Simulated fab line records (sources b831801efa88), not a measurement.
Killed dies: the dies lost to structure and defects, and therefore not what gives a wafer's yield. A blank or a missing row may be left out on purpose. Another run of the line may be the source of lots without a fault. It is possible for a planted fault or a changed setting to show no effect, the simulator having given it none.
8D (eight disciplines) problem report, filled in by code | flow sky130 | the parts of the form that need people (team, actions taken, sign-off) are left out

1. THE ISSUE
killed_at_M4_up at SKY_PAD_OPEN_PROBE_99 reads a mean of 27.5 on 2 wafers of 2 lots; wafers without a fault read 3.1 with a standard deviation of 1.7. That puts it +14 standard deviations away from the usual mean.
Earliest sighting: wafer L952.3 on prober-01 at day 46 15:42. The record has a number at this step for 6 wafers belonging to 2 lots. By rule, "out" or "out of limits" means more than 4 standard deviations away from the usual mean. The other wafers with a number count as sound.

2. WHAT IT IS, WHAT IT ISN'T
question                    | is                   | is not
which readings at this step | killed_at_M4_up      | killed-at-front-end, killed-at-other, killed-open, killed-short, sort_bin_6_memory
which lots                  | L952, L955           | -
which wafers of those lots  | L952.3, L955.6       | L952.2, L952.4, L955.3, L955.5
read on which tools         | prober-01, prober-02 | -
when                        | from day 46 15:42    | up to then (1 sound wafer); but 3 sound wafers of L952, L955 came after

3. THE SUSPECTS, EACH WITH WHAT RULES IT OUT
Counting: if a tool at a process step up to the reading ran every lot that is out, it stays a suspect. Sound lots after the first of them don't rule it out here, since some wafers of a struck lot are sound.
- pvd-sputter-02 at SKY_VIA4_SPUTTER_17 (material TiN, target thk 20 nm, time 80 s): kept. It ran every lot that is out, first L952 (day 43 18:17).
The count leaves pvd-sputter-02 at SKY_VIA4_SPUTTER_17.

4. THE CAUSE (what the simulator had put in)
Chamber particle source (pvd-sputter-02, SKY_VIA4_SPUTTER_17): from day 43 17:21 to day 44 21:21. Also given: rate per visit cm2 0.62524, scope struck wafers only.
This tool alone remained once counting was done.

5. THE CHAIN OF EFFECTS, in route order
Each row: a reading where the mean over the struck wafers with a number is more than 3 standard deviations away from the usual. Only readings for which the record gives a usual standard deviation are gone through. hours: the time from each lot's start at the first step in this table that gives one to its start at this step, as a median over the lots. sigmas: the change in usual standard deviations.
hours | step                  | reading              | usual  | on struck wafers | change | sigmas
0     | SKY_PAD_OPEN_PROBE_99 | defect-limited-yield | 82.5 % | 75.5             | -7.0   | -4.1
0     | SKY_PAD_OPEN_PROBE_99 | killed_at_M4_up      | 3.1    | 27.5             | +24.4  | +14
0     | SKY_PAD_OPEN_PROBE_99 | killed-dies          | 86     | 120              | +34    | +4.2
0     | SKY_PAD_OPEN_PROBE_99 | sort_bin_5_function  | 10.2 % | 14.7             | +4.5   | +3.4
0     | SKY_PAD_OPEN_PROBE_99 | sort-n-pass          | 406    | 372              | -34    | -4.2
0     | SKY_PAD_OPEN_PROBE_99 | sort-yield-pct       | 82.5 % | 75.5             | -7.0   | -4.1
It contains these process steps:
- SKY_PAD_OPEN_PROBE_99

6. WHAT WOULD HAVE CAUGHT IT SOONER
In this record no reading fell out of limits until day 46 15:42, 70 hours after the fault had begun at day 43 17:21.
Tool readings at SKY_VIA4_SPUTTER_17 with a usual standard deviation given in the record: none out on any struck wafer, hence no alarm at a limit of 4 standard deviations on them.
The start of SKY_VIA4_SPUTTER_17 on pvd-sputter-02 came by day 46 15:42 for every one of the lots that are out (2). None of them would have been spared by holding the tool at that moment.
